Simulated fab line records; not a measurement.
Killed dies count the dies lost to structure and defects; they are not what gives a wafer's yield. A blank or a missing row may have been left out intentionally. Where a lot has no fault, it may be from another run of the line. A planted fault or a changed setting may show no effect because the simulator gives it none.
Which of the tools did it? || flow sky130 || 21 wafers from 7 lots sampled at 2 of the route's 708 steps

WHAT EACH GAUGE READ, for each wafer
SKY_SONOS_ONO_THK_MEAS_01.
{"lot": "L504", "measured": "day 11 16:37", "on": "filmMetro-02", "SONOS_ONO_OXIDATION_THK (nm)": "2.63 2.66 2.61"}
{"lot": "L506", "measured": "day 12 09:28", "on": "filmMetro-03", "SONOS_ONO_OXIDATION_THK (nm)": "2.68 2.69 2.72"}
{"lot": "L510", "measured": "day 13 11:24", "on": "filmMetro-04", "SONOS_ONO_OXIDATION_THK (nm)": "1.43 1.49 1.49"}
{"lot": "L519", "measured": "day 16 16:45", "on": "filmMetro-03", "SONOS_ONO_OXIDATION_THK (nm)": "2.57 2.58 2.50"}
{"lot": "L522", "measured": "day 17 20:55", "on": "filmMetro-03", "SONOS_ONO_OXIDATION_THK (nm)": "2.61 2.52 2.56"}
{"lot": "L524", "measured": "day 18 14:37", "on": "filmMetro-04", "SONOS_ONO_OXIDATION_THK (nm)": "2.64 2.60 2.59"}
{"lot": "L526", "measured": "day 19 23:52", "on": "filmMetro-02", "SONOS_ONO_OXIDATION_THK (nm)": "2.63 2.64 2.68"}

TOOL THAT RAN EACH LOT (tool first, then ch and the chambers of the sampled wafers, then the start)
{"lot": "L504", "SKY_SONOS_ONO_OXIDATION_00": "furnace-02 ch 0, day 11 15:16"}
{"lot": "L506", "SKY_SONOS_ONO_OXIDATION_00": "furnace-01 ch 0, day 12 08:07"}
{"lot": "L510", "SKY_SONOS_ONO_OXIDATION_00": "furnace-01 ch 0, day 13 10:02"}
{"lot": "L519", "SKY_SONOS_ONO_OXIDATION_00": "furnace-01 ch 0, day 16 15:24"}
{"lot": "L522", "SKY_SONOS_ONO_OXIDATION_00": "furnace-01 ch 0, day 17 19:34"}
{"lot": "L524", "SKY_SONOS_ONO_OXIDATION_00": "furnace-01 ch 0, day 18 13:16"}
{"lot": "L526", "SKY_SONOS_ONO_OXIDATION_00": "furnace-01 ch 0, day 19 22:31"}
- SKY_SONOS_ONO_OXIDATION_00: stabilise 600 s, purge 300 s, target thk 2.6 nm.

THE ANSWER, worked out from the rows above alone
Rule: the usual values come from the lots themselves. The widest of any qualifying gaps counts: lots, ordered by their means at a reading, are off when they make up no more than a third of the lots, leave a main group of 4 or more, and stand apart from it by 3 or more times the standard deviation of that group's means. Not used: any main group whose means are identical at the precision the tables above print for the reading. A lot without any number at a reading at which 4 lots or more have one is off too. All remaining lots with rows at the step are treated as sound.
Off: at SKY_SONOS_ONO_THK_MEAS_01 (SONOS_ONO_OXIDATION_THK), L510. The main group has a mean of 2.62 nm with a standard deviation of 0.05.
A tool fits if, at a process step before that reading, it ran every lot that is off, and no sound lot after the first of them. Those tools and the gauges at SKY_SONOS_ONO_THK_MEAS_01 are tried in the same way. Not one of the candidates tried fits.

WHAT THE SIMULATOR HAD PUT IN
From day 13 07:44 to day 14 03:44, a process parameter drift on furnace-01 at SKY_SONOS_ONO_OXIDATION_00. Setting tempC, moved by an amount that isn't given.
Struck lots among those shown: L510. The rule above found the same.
